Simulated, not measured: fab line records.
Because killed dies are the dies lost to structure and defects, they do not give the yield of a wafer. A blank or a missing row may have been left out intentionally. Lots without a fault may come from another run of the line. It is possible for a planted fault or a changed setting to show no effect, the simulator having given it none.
Which of the tools did it? -- flow sfq-line -- Sampling: 7 lots, 21 wafers, 3 of 325 route steps

WHAT EACH GAUGE READ, for each wafer
SFQ_M6_RS_MEAS_938: a four-point-probe measurement.
lot,measured,on,M6_NB_RS (ohm/sq)
L334,day 71 23:52,film-metro-03,0.899 0.914 0.895
L338,day 73 22:26,film-metro-01,0.896 0.880 0.878
L340,day 75 23:08,film-metro-03,0.890 0.895 0.896
L344,day 79 20:35,film-metro-02,0.890 0.885 0.892
L350,day 81 12:59,film-metro-01,0.880 0.907 0.890
L354,day 82 19:41,film-metro-01,0.890 0.905 0.903
L356,day 83 00:47,film-metro-02,0.891 0.884 0.880

EACH LOT AND THE TOOL THAT RAN IT (in order: tool; ch and the chambers of the sampled wafers; start)
lot,SFQ_TRILAYER_A5C_DEP_PECVD_142,SFQ_TRILAYER_C5_BARC_OPEN_VIA_ETCH_210
L334,"pecvd-01 ch 1,2, day 67 09:45","rie-diel-01 ch 0,2,3, day 71 22:52"
L338,"pecvd-02 ch 0,1,2, day 69 04:02","rie-diel-01 ch 0,1,3, day 73 21:25"
L340,"pecvd-02 ch 0,2, day 69 21:41","rie-diel-03 ch 1,2, day 75 22:09"
L344,"pecvd-01 ch 0,1,2, day 70 07:21","rie-diel-03 ch 1,3, day 79 19:34"
L350,"pecvd-01 ch 0,1, day 76 10:48","rie-diel-02 ch 1,3, day 81 11:25"
L354,"pecvd-03 ch 0,2, day 77 07:12","rie-diel-03 ch 0,1,2, day 82 18:41"
L356,"pecvd-02 ch 1,2, day 78 10:51","rie-diel-02 ch 0,3, day 82 23:46"
- SFQ_TRILAYER_A5C_DEP_PECVD_142: deposits SiO2 from SiH4/N2O, time 15.556 s, target thk 70 nm.
- SFQ_TRILAYER_C5_BARC_OPEN_VIA_ETCH_210: etches BARC in O2, target depth 125 nm, time 41.7 s.

THE ANSWER, worked out from the rows above alone
Rule: what is usual is taken from the lots themselves. Put in order of their means at a reading, lots are off if they are a third of the lots or fewer, leave a main group of 4 or more, and stand apart from it by a gap of 3 or more times the standard deviation of the main group's means; of several such gaps the widest counts. If all means in a main group match to the digits the tables above print for the reading, that group is not used. A lot without any number at a reading at which 4 lots or more have one is off too. Any other lot the step has rows for is counted as sound.
No lot is off at any reading shown: from this, nothing can be told.

WHAT THE SIMULATOR PUT IN
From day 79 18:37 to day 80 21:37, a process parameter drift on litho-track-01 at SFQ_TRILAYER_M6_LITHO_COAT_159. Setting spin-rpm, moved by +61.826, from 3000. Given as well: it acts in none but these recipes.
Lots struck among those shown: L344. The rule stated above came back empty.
